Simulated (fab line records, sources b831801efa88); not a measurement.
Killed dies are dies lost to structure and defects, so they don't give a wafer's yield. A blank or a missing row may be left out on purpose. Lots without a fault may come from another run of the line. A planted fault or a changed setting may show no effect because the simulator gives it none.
One fault seen from 2 desks | flow sky130 | each desk has only its own numbers; what lay behind them comes last

THE METROLOGY DESK
What the gauges read, lot by lot, whatever tool the lot ran on: means of the sampled wafers that have a number. A lot is out of limits, marked OUT, if its mean lies more than 4 standard deviations from the usual mean; the brackets give that distance.
Columns: A = FIELD_ISO_CVD_24_THK at SKY_FIELD_ISO_THK_MEAS_25, usual 596 nm; B = VT_ADJUST_LVTN_2_TW at SKY_VT_ADJUST_LVTN_TW_MEAS_21, usual 189.6; C = SONOS_ONO_OVL at SKY_SONOS_ONO_OVL_MEAS_14, usual 0.7 nm
lot  | first seen here | A   | B     | C
L972 | day 2 05:47     | 588 | 190.2 | -0.3
L973 | day 2 13:02     | 593 | 190.7 | 0.3
L974 | day 2 18:46     | 588 | 186.6 | -1.6
L975 | day 2 21:21     | 600 | 191.8 | 4.2
L976 | day 3 05:41     | 597 | 191.7 | -0.8
L977 | day 3 08:41     | 592 | 191.4 | 0.6
L978 | day 3 13:55     | 595 | 188.2 | -0.2
L979 | day 3 17:57     | 596 | 190.1 | 1.5
L980 | day 4 00:21     | 596 | 187.7 | 0.7
L984 | day 4 21:56     | 597 | 190.6 | 1.1
L992 | day 6 16:35     | 598 | 190.2 | 1.7
L993 | day 6 20:40     | 593 | 190.8 | 1.1
L995 | day 7 07:39     | 599 | 187.6 | 0.4
This desk's finding: nothing out of limits on any of the 13 lots.

THE TOOL OWNER'S DESK: rie_diel-03
The tool's own readings at SKY_SONOS_ONO_ETCH_15 (etches the open film in CHF3/O2, target depth 19.52 nm, time 7.8 s): means of the sampled wafers that have a number, for each lot that ran on this tool. A lot is out of limits, marked OUT, if its mean lies more than 4 standard deviations from the usual mean; the brackets give that distance.
Columns: A = drypump_motor_current_A at SKY_SONOS_ONO_ETCH_15, usual 5.8 A; B = oes_product_au at SKY_SONOS_ONO_ETCH_15, usual 1.000 a.u.; C = throttle_valve_pct at SKY_SONOS_ONO_ETCH_15, usual 8.825 %
lot  | first seen here | A   | B               | C
L975 | day 13 08:32    | 6.2 | 1.001           | 8.829
L977 | day 13 22:46    | 6.0 | 0.998           | 8.817
L978 | day 14 09:59    | 6.0 | 1.005           | 8.827
L984 | day 16 15:20    | 6.0 | 0.873 (-13) OUT | 8.793
L995 | day 20 09:23    | 6.2 | 0.997           | 8.824
This desk's finding: out of limits on L984; first on L984, day 16 15:20 (oes_product_au at SKY_SONOS_ONO_ETCH_15). In limits: L975, L977, L978, L995.

PUT TOGETHER
The tool owner's desk could have raised an alarm at day 16 15:20, on L984.
The metrology desk saw nothing out of limits.
The metrology desk has L984 on record, within its limits.
Of the lots named, all ran SKY_SONOS_ONO_ETCH_15 on rie_diel-03.

WHAT THE SIMULATOR HAD PUT IN
Process parameter drift: rie_diel-03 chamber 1, from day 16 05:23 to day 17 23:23, at SKY_SONOS_ONO_ETCH_15. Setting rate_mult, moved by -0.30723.
Lots struck among those shown: L984.
Hours from the fault's start to each desk's first reading out of limits: the tool owner's desk, 10.
